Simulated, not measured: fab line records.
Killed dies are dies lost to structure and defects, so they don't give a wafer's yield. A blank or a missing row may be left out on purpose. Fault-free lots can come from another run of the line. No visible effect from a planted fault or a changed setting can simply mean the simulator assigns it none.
Which tool was responsible? || flow sky130 || 11 lots with 33 wafers sampled at 3 steps, on a route of 708 steps

## WHAT EACH GAUGE READ, for each wafer
SKY_METAL3_OVL_MEAS_14.
{"lot": "L807", "measured": "day 38 20:39", "on": "overlay-02", "METAL3_OVL (nm)": "-6 1 -10"}
{"lot": "L809", "measured": "day 39 22:50", "on": "overlay-02", "METAL3_OVL (nm)": "8 6 6"}
{"lot": "L811", "measured": "day 40 02:28", "on": "overlay-01", "METAL3_OVL (nm)": "-6 1 -9"}
{"lot": "L812", "measured": "day 40 16:26", "on": "overlay-02", "METAL3_OVL (nm)": "0 -3 1"}
{"lot": "L814", "measured": "day 41 13:52", "on": "overlay-02", "METAL3_OVL (nm)": "-4 -13 -1"}
{"lot": "L820", "measured": "day 42 09:24", "on": "overlay-02", "METAL3_OVL (nm)": "-3 8 0"}
{"lot": "L818", "measured": "day 42 10:41", "on": "overlay-02", "METAL3_OVL (nm)": "9 15 6"}
{"lot": "L827", "measured": "day 44 04:05", "on": "overlay-01", "METAL3_OVL (nm)": "1 1 -2"}
{"lot": "L826", "measured": "day 44 04:45", "on": "overlay-02", "METAL3_OVL (nm)": "4 2 -1"}
{"lot": "L830", "measured": "day 44 23:23", "on": "overlay-01", "METAL3_OVL (nm)": "10 11 9"}
{"lot": "L829", "measured": "day 45 00:12", "on": "overlay-01", "METAL3_OVL (nm)": "13 5 14"}

SKY_METAL4_OVL_MEAS_14.
{"lot": "L807", "measured": "day 42 02:06", "on": "overlay-02", "METAL4_OVL (nm)": "-3 2 -5"}
{"lot": "L809", "measured": "day 43 01:30", "on": "overlay-01", "METAL4_OVL (nm)": "-4 0 2"}
{"lot": "L811", "measured": "day 43 05:21", "on": "overlay-01", "METAL4_OVL (nm)": "-3 -3 -5"}
{"lot": "L812", "measured": "day 43 18:15", "on": "overlay-01", "METAL4_OVL (nm)": "9 12 7"}
{"lot": "L814", "measured": "day 44 14:37", "on": "overlay-01", "METAL4_OVL (nm)": "-2 -1 0"}
{"lot": "L820", "measured": "day 45 09:12", "on": "overlay-01", "METAL4_OVL (nm)": "7 6 7"}
{"lot": "L818", "measured": "day 45 09:20", "on": "overlay-02", "METAL4_OVL (nm)": "2 -3 3"}
{"lot": "L827", "measured": "day 47 00:05", "on": "overlay-01", "METAL4_OVL (nm)": "-4 -4 -2"}
{"lot": "L826", "measured": "day 47 00:56", "on": "overlay-02", "METAL4_OVL (nm)": "-2 2 9"}
{"lot": "L830", "measured": "day 47 17:39", "on": "overlay-02", "METAL4_OVL (nm)": "-5 1 -3"}
{"lot": "L829", "measured": "day 47 18:32", "on": "overlay-01", "METAL4_OVL (nm)": "-1 3 2"}

## TOOL THAT RAN EACH LOT (tool first, then ch and the chambers of the sampled wafers, then the start)
{"lot": "L807", "SKY_METAL2_METAL_ETCH_19": "rie_metal-01 ch 0,1, day 35 11:08"}
{"lot": "L809", "SKY_METAL2_METAL_ETCH_19": "rie_metal-01 ch 0,1, day 36 14:01"}
{"lot": "L811", "SKY_METAL2_METAL_ETCH_19": "rie_metal-01 ch 0,1, day 36 19:15"}
{"lot": "L812", "SKY_METAL2_METAL_ETCH_19": "rie_metal-04 ch 1, day 37 10:52"}
{"lot": "L814", "SKY_METAL2_METAL_ETCH_19": "rie_metal-04 ch 0,1, day 38 10:27"}
{"lot": "L820", "SKY_METAL2_METAL_ETCH_19": "rie_metal-01 ch 0,1, day 39 04:56"}
{"lot": "L818", "SKY_METAL2_METAL_ETCH_19": "rie_metal-01 ch 0,1, day 39 06:10"}
{"lot": "L827", "SKY_METAL2_METAL_ETCH_19": "rie_metal-03 ch 0,1, day 41 02:46"}
{"lot": "L826", "SKY_METAL2_METAL_ETCH_19": "rie_metal-04 ch 0,1, day 41 04:16"}
{"lot": "L830", "SKY_METAL2_METAL_ETCH_19": "rie_metal-01 ch 1, day 42 00:04"}
{"lot": "L829", "SKY_METAL2_METAL_ETCH_19": "rie_metal-03 ch 0,1, day 42 02:31"}
- SKY_METAL2_METAL_ETCH_19: etches the open film in Cl2/BCl3, stops on SiO2, target depth 360 nm, time 78 s.

## WHAT THE TOOLS THEMSELVES READ (means of the sampled wafers that have a number; where no wafer has one, the mark that the record gives instead)
SKY_METAL2_METAL_ETCH_19.
{"lot": "L807", "tool": "rie_metal-01", "drypump_motor_current_A (A)": 5.58, "mfc_cl2_sccm (sccm)": 60.02, "oes_product_au (a.u.)": 0.846, "throttle_valve_pct (%)": 22.260}
{"lot": "L809", "tool": "rie_metal-01", "drypump_motor_current_A (A)": 5.67, "mfc_cl2_sccm (sccm)": 60.27, "oes_product_au (a.u.)": 0.853, "throttle_valve_pct (%)": 22.272}
{"lot": "L811", "tool": "rie_metal-01", "drypump_motor_current_A (A)": 5.68, "mfc_cl2_sccm (sccm)": 59.90, "oes_product_au (a.u.)": 0.851, "throttle_valve_pct (%)": 22.268}
{"lot": "L812", "tool": "rie_metal-04", "drypump_motor_current_A (A)": 5.65, "mfc_cl2_sccm (sccm)": 59.92, "oes_product_au (a.u.)": 0.849, "throttle_valve_pct (%)": 22.269}
{"lot": "L814", "tool": "rie_metal-04", "drypump_motor_current_A (A)": 5.51, "mfc_cl2_sccm (sccm)": 60.04, "oes_product_au (a.u.)": 0.848, "throttle_valve_pct (%)": 22.265}
{"lot": "L820", "tool": "rie_metal-01", "drypump_motor_current_A (A)": 5.58, "mfc_cl2_sccm (sccm)": 59.90, "oes_product_au (a.u.)": 0.859, "throttle_valve_pct (%)": 22.262}
{"lot": "L818", "tool": "rie_metal-01", "drypump_motor_current_A (A)": 5.68, "mfc_cl2_sccm (sccm)": 59.84, "oes_product_au (a.u.)": 0.855, "throttle_valve_pct (%)": 22.271}
{"lot": "L827", "tool": "rie_metal-03", "drypump_motor_current_A (A)": 5.65, "mfc_cl2_sccm (sccm)": 60.10, "oes_product_au (a.u.)": 0.853, "throttle_valve_pct (%)": 22.268}
{"lot": "L826", "tool": "rie_metal-04", "drypump_motor_current_A (A)": 5.39, "mfc_cl2_sccm (sccm)": 59.91, "oes_product_au (a.u.)": 0.843, "throttle_valve_pct (%)": 22.265}
{"lot": "L830", "tool": "rie_metal-01", "drypump_motor_current_A (A)": 5.49, "mfc_cl2_sccm (sccm)": 60.33, "oes_product_au (a.u.)": 0.852, "throttle_valve_pct (%)": 22.272}
{"lot": "L829", "tool": "rie_metal-03", "drypump_motor_current_A (A)": 5.64, "mfc_cl2_sccm (sccm)": 59.81, "oes_product_au (a.u.)": 0.852, "throttle_valve_pct (%)": 22.262}

## THE ANSWER, worked out from the rows above alone
Rule: usual is defined by the lots themselves. The widest of any qualifying gaps counts: lots, ordered by their means at a reading, are off when they make up no more than a third of the lots, leave a main group of 4 or more, and stand apart from it by 3 or more times the standard deviation of that group's means. The tables above print the reading to a certain number of digits; a main group whose means all agree to those digits is not used. A lot without any number at a reading at which 4 lots or more have one is off too. The other lots that the step has rows for count as sound. The gauges are gone through in route order, then the tools' own readings, and for those a lot's mean is taken as printed above. The first step at which some lot is off is used, and at that step the reading that is off furthest; a lot without a number counts as furthest.
Across all readings shown, no lot is off: no conclusion can be drawn from this.

## WHAT HAD BEEN PUT IN BY THE SIMULATOR
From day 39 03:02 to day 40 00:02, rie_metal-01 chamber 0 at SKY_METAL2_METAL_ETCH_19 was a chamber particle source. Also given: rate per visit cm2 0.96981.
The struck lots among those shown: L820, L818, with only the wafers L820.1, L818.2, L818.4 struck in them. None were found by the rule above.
